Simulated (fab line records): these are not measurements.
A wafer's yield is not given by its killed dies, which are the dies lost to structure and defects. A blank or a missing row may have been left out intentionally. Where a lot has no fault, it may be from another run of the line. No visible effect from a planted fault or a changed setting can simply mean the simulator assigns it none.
fab line records | flow sfq_line
record lots=5 | wafers=15 | last_day=86
route steps=325 shown M3@122 I3@133
lots that met no fault: taken from a fault-free run of the same line
start_h: start of the lot's first displayed wafer, in hours after the record's first day | wait_h: how many hours have passed since the lot's step before this one | " the same as in the row above | L1.1+2: one row covering several wafers at once | - either no value or no given start | * or withheld: withheld | < > ~ a bound
route shown NAME@n: NAME is a module with steps in the file, n the number in the route of the first one | usual: mean/standard deviation taken from wafers without a fault | same: alike in all rows | chamber/n: place in a boat | sites: the reading at each site | _std_site: standard deviation of those values | _edge_site: mean of outer sites minus mean of inner sites | radius_mm: how far each site lies from the wafer's centre | mask NAME#n: copy n | behind: the most recent tool/chamber to have shaped the wafer | hold: reason for holding the lot/hours on hold/outcome of the hold | device: names the non-switching transistor (n, p or np) | end of line: the tests these same wafers got at the end of their route | a step with no rows: only its recipe | killed: at the first sort, the dies lost to defects and structure; wafer yield is something else | map: the dies of a wafer, with x for killed, . for not killed, _ for no die there
set.NAME: setting as actually run; set.NAME@STEP: the setting as run at that earlier step | model.NAME: the simulator's own value behind a step, which no gauge read
lots seen at some steps along the route; tables by step, rows by wafer
services: from which hour (start_h, from the record's first day; less than 0 if before it) a tool's chamber was out of use, for how many hours, and why
## steps
# step SFQ_TRILAYER_M3_LITHO_COAT_080
# recipe resist=BARC | spin_rpm=3000 | resist_thk_nm=62
# step SFQ_TRILAYER_M3_LITHO_COAT_075
# recipe resist=KrF | spin_rpm=3000 | resist_thk_nm=600
# step SFQ_TRILAYER_M3_LITHO_SOFTBAKE_079
# recipe temp_c=withheld | time_s=withheld | resist=KrF
# step SFQ_TRILAYER_M3_LITHO_EXPOSE_076
# recipe mask_id=M3 | na=0.6 | source_shape=conventional | sigma_outer=0.65 | target_cd_nm=500 | dose_mj=14.4
# step SFQ_TRILAYER_M3_LITHO_PEB_078
# recipe peb_temp_c=115 | peb_time_s=60 | resist=KrF
# step SFQ_TRILAYER_M3_LITHO_DEVELOP_077
# recipe time_s=60 | resist=KrF
# step SFQ_M3_OVL_MEAS_921
# usual M3_OVL=-1/5.1
lot.wafer | tool       | chamber | start_h | wait_h | M3_OVL[nm]
L690.1    | overlay-01 | -       | 763.56  | 0.1    | 5
L690.2    | "          | -       | "       | "      | 9
L690.4    | "          | -       | "       | "      | 6
L695.2    | overlay-01 | -       | 911.71  | 0.1    | -8
L695.5    | "          | -       | "       | "      | -10
L695.6    | "          | -       | "       | "      | -11
L700.1    | overlay-02 | -       | 1105.31 | 0.1    | -5
L700.4    | "          | -       | "       | "      | -2
L700.5    | "          | -       | "       | "      | 2
L707.2    | overlay-02 | -       | 1129.32 | 0.1    | -6
L707.5    | "          | -       | "       | "      | -10
L707.6    | "          | -       | "       | "      | -3
L709.1    | overlay-02 | -       | 1131.71 | 0.1    | -7
L709.2    | "          | -       | "       | "      | 2
L709.4    | "          | -       | "       | "      | -4
# step SFQ_TRILAYER_M3_BARC_OPEN_METAL_ETCH_100
# recipe mask_material=PR | chemistry=O2 | target_depth_nm=125 | target=BARC | icp_w=600 | bias_w=80 | pressure_mtorr=10 | time_s=41.7
# usual drypump_motor_current_A=5.6/0.51 | oes_product_au=0.685/0.0046
lot.wafer | tool         | chamber | start_h | wait_h | drypump_motor_current_A | oes_product_au | rf_hours_counter_h
L690.1    | rie_metal-01 | 1       | 763.60  | 0.0    | 6.2                     | 0.686          | 85
L690.2    | "            | 0       | "       | "      | 5.3                     | 0.685          | 139
L690.4    | "            | 0       | "       | "      | 5.3                     | 0.678          | -
L695.2    | rie_metal-01 | 0       | 911.94  | 0.2    | 5.3                     | 0.682          | 8
L695.5    | "            | 1       | "       | "      | 6.2                     | 0.681          | -
L695.6    | "            | 0       | "       | "      | 5.3                     | 0.681          | -
L700.1    | rie_metal-01 | 0       | 1105.35 | 0.0    | 5.3                     | 0.689          | 51
L700.4    | "            | 0       | "       | "      | 5.3                     | 0.689          | -
L700.5    | "            | 0       | "       | "      | 5.3                     | 0.681          | -
L707.2    | rie_metal-02 | 1       | 1129.35 | 0.0    | 5.2                     | 0.689          | 16
L707.5    | "            | 0       | "       | "      | 6.1                     | 0.690          | -
L707.6    | "            | 1       | "       | "      | 5.2                     | 0.676          | -
L709.1    | rie_metal-04 | 0       | 1131.75 | 0.0    | 4.8                     | 0.688          | 20
L709.2    | "            | 1       | "       | "      | 5.8                     | 0.682          | 14
L709.4    | "            | 0       | "       | "      | 4.8                     | 0.685          | -
# step SFQ_TRILAYER_M3_ETCH_METAL_ETCH_078
# recipe target=Nb | stop_on=SiO2 | mask_material=PR | chemistry=Cl2/Ar | target_depth_nm=240 | icp_w=600 | bias_w=80 | pressure_mtorr=10 | time_s=120
# usual drypump_motor_current_A=5.6/0.51 | oes_product_au=0.906/0.0064
lot.wafer | tool         | chamber | start_h | wait_h | drypump_motor_current_A | oes_product_au | rf_hours_counter_h
L690.1    | rie_metal-01 | 1       | 763.66  | 0.0    | 6.2                     | 0.893          | 85
L690.2    | "            | 0       | "       | "      | 5.3                     | 0.903          | 139
L690.4    | "            | 0       | "       | "      | 5.3                     | 0.908          | -
L695.2    | rie_metal-01 | 0       | 912.00  | 0.0    | 5.3                     | 0.894          | 8
L695.5    | "            | 1       | "       | "      | 6.2                     | 0.910          | -
L695.6    | "            | 0       | "       | "      | 5.3                     | 0.902          | -
L700.1    | rie_metal-01 | 0       | 1105.41 | 0.0    | 5.3                     | 0.897          | 51
L700.4    | "            | 0       | "       | "      | 5.3                     | 0.917          | -
L700.5    | "            | 0       | "       | "      | 5.3                     | 0.900          | -
L707.2    | rie_metal-02 | 1       | 1129.41 | 0.0    | 5.1                     | 0.905          | 17
L707.5    | "            | 0       | "       | "      | 6.1                     | 0.914          | -
L707.6    | "            | 1       | "       | "      | 5.2                     | 0.905          | -
L709.1    | rie_metal-04 | 0       | 1131.81 | 0.0    | 4.8                     | 0.904          | 20
L709.2    | "            | 1       | "       | "      | 5.7                     | 0.905          | 14
L709.4    | "            | 0       | "       | "      | 4.8                     | 0.917          | -
# step SFQ_TRILAYER_M3_STRIP_STRIP_079
# recipe gas=O2 | power_w=200 | platen_temp_c=40 | overash_fraction=0.65 | chemistry=O2 | pressure_mtorr=50
# usual drypump_motor_current_A=5.6/0.51 | oes_product_au=1.000/0.0066
lot.wafer | tool         | chamber | start_h | wait_h | drypump_motor_current_A | oes_product_au | rf_hours_counter_h
L690.1    | rie_metal-01 | 1       | 763.78  | 0.1    | 6.2                     | 1.002          | 85
L690.2    | "            | 0       | "       | "      | 5.3                     | 0.992          | 140
L690.4    | "            | 0       | "       | "      | 5.3                     | 1.002          | -
L695.2    | rie_metal-01 | 0       | 912.12  | 0.1    | 5.3                     | 1.011          | 9
L695.5    | "            | 1       | "       | "      | 6.2                     | 1.008          | -
L695.6    | "            | 0       | "       | "      | 5.3                     | 1.007          | -
L700.1    | rie_metal-01 | 0       | 1105.53 | 0.1    | 5.3                     | 1.016          | 52
L700.4    | "            | 0       | "       | "      | 5.3                     | 1.006          | -
L700.5    | "            | 0       | "       | "      | 5.3                     | 1.006          | -
L707.2    | rie_metal-02 | 1       | 1129.53 | 0.1    | 5.2                     | 0.991          | 17
L707.5    | "            | 0       | "       | "      | 6.1                     | 1.000          | -
L707.6    | "            | 1       | "       | "      | 5.2                     | 0.996          | -
L709.1    | rie_metal-04 | 0       | 1131.93 | 0.1    | 4.8                     | 1.005          | 20
L709.2    | "            | 1       | "       | "      | 5.8                     | 1.003          | 14
L709.4    | "            | 0       | "       | "      | 4.8                     | 1.005          | -
# step SFQ_TRILAYER_M3_STRIP_SOLV_CLEAN_080
# recipe chemistry=NMP | temp_c=70 | time_s=600
# step SFQ_TRILAYER_I3_DEP_PECVD_081
# recipe material=SiO2 | temp_c=150 | time_s=111.11 | pressure_torr=2.4 | rf_w=183.3 | precursor=SiH4/N2O | target_thk_nm=500
# usual heater_power_w=81/10 | rf_fwd_power_W=182.3/0.62 | throttle_valve_pct=25.0/1.3
lot.wafer | tool     | chamber | start_h | wait_h | heater_power_w | rf_fwd_power_W | throttle_valve_pct | model.SiO2_of_TRILAYER_I3_DEP_PECVD_081.thk_nm
L690.1    | pecvd-04 | 1       | 764.56  | 0.0    | 86             | 183.2          | 24.3               | 497.4
L690.2    | "        | 0       | "       | "      | 52             | 182.3          | 24.5               | 492.2
L690.4    | "        | 2       | "       | "      | 76             | 181.8          | 23.8               | 500.1
L695.2    | pecvd-03 | 2       | 912.90  | 0.0    | 82             | 211.9          | 27.0               | 522.2
L695.5    | "        | 0       | "       | "      | 78             | 182.3          | 24.7               | 506.6
L695.6    | "        | 1       | "       | "      | 82             | 181.8          | 26.1               | 501
L700.1    | pecvd-02 | 1       | 1106.31 | 0.0    | 80             | 181.7          | 22.0               | 491.3
L700.4    | "        | 0       | "       | "      | 68             | 182.2          | 24.1               | 496.1
L700.5    | "        | 2       | "       | "      | 92             | 181.8          | 23.0               | 495.1
L707.2    | pecvd-03 | 0       | 1130.31 | 0.0    | 80             | 182.2          | 24.8               | 500.8
L707.5    | "        | 2       | "       | "      | 83             | 183.8          | 27.1               | 507.7
L707.6    | "        | 1       | "       | "      | 76             | 182.5          | 26.0               | 511.9
L709.1    | pecvd-03 | 2       | 1132.71 | 0.0    | 91             | 183.5          | 27.2               | 493.5
L709.2    | "        | 1       | "       | "      | 78             | 182.0          | 26.0               | 488.8
L709.4    | "        | 2       | "       | "      | 95             | 183.3          | 27.1               | 505
# step SFQ_TRILAYER_I3_CMP_CMP_082
# recipe material=SiO2 | down_force_psi=3 | platen_rpm=60 | pad_velocity_m_s=0.94248
# usual motor_current_A=10.3/1.1 | retaining_ring_pressure_frac=1.001/0.0048 | time_to_endpoint_s=213/6.8
lot.wafer | tool   | chamber | start_h | wait_h | motor_current_A | retaining_ring_pressure_frac | time_to_endpoint_s
L690.4    | cmp-01 | 0       | 764.63  | 0.0    | 11.2            | 1.000                        | 216
L690.2    | "      | 1       | "       | "      | 10.2            | 0.999                        | 215
L690.1    | "      | 3       | 766.13  | 1.5    | 10.6            | 0.998                        | 207
L695.2    | cmp-02 | 1       | 914.47  | 1.5    | 11.4            | 1.004                        | 224
L695.6    | "      | 2       | "       | "      | 10.2            | 1.002                        | 214
L695.5    | "      | 3       | "       | "      | 12.5            | 0.992                        | 212
L700.1    | cmp-02 | 0       | 1113.50 | 7.2    | 9.9             | 1.005                        | 206
L700.4    | "      | 1       | "       | "      | 11.3            | 1.001                        | 207
L700.5    | "      | 0       | 1115.50 | 9.1    | 10.1            | 1.005                        | 205
L707.2    | cmp-02 | 0       | 1132.19 | 1.8    | 10.0            | 1.007                        | 209
L707.5    | "      | 0       | 1134.19 | 3.8    | 9.6             | 1.005                        | 211
L707.6    | "      | 1       | "       | "      | 11.1            | 1.005                        | 222
L709.2    | cmp-01 | 2       | 1136.99 | 4.2    | 7.8             | 0.992                        | 210
L709.4    | "      | 3       | "       | "      | 9.5             | 1.001                        | 215
L709.1    | "      | 0       | "       | "      | 10.5            | 1.006                        | 210
## services
tool         | chamber | start_h | hours | kind
cmp-02       | -       | 764.29  | 1.0   | repair
cmp-02       | -       | 766.43  | 6.6   | pm
rie_metal-01 | -       | 776.70  | 0.8   | repair
pecvd-03     | 0       | 798.60  | 3.2   | repair
cmp-02       | -       | 815.02  | 0.2   | repair
pecvd-03     | 2       | 885.72  | 7.8   | repair
rie_metal-02 | 0       | 886.28  | 3.5   | repair
rie_metal-04 | -       | 887.27  | 1.4   | pm
rie_metal-02 | -       | 898.73  | 28.1  | pm
cmp-02       | -       | 904.29  | 0.2   | repair
cmp-02       | -       | 919.47  | 4.0   | pm
rie_metal-02 | 1       | 928.93  | 20.3  | repair
cmp-02       | -       | 930.02  | 0.6   | repair
pecvd-03     | 1       | 978.87  | 9.4   | repair
rie_metal-01 | 1       | 1004.32 | 48.7  | repair
cmp-02       | -       | 1006.23 | 1.5   | repair
cmp-02       | -       | 1010.65 | 0.4   | repair
cmp-02       | -       | 1014.02 | 3.2   | pm
cmp-02       | -       | 1055.73 | 0.8   | repair
rie_metal-04 | 1       | 1065.07 | 4.1   | repair
pecvd-03     | 2       | 1077.09 | 4.8   | repair
rie_metal-02 | -       | 1091.76 | 2.8   | pm
rie_metal-01 | -       | 1115.28 | 28.1  | pm
rie_metal-04 | 0       | 1135.30 | 3.4   | repair
## key
first_sign step=SFQ_TRILAYER_I3_DEP_PECVD_081 | reading=rf_fwd_power_W | direction=up | sigmas=48 | usual=182.3 | struck=211.9
effect none on later readings
model_effect step=SFQ_TRILAYER_I3_DEP_PECVD_081 | value=SiO2_of_TRILAYER_I3_DEP_PECVD_081.thk_nm | without=499.6 | struck=522.2
met_at SFQ_TRILAYER_I3_DEP_PECVD_081
struck_wafers L695.2
fault kind=process_parameter_drift | tool=pecvd-03 | chamber=2 | onset_h=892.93 | steps=SFQ_TRILAYER_I3_DEP_PECVD_081 | channel=rf_w | offset=29.328 | shape=step | end_h=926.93 | acts_in=these_recipes_only | stated=183.3
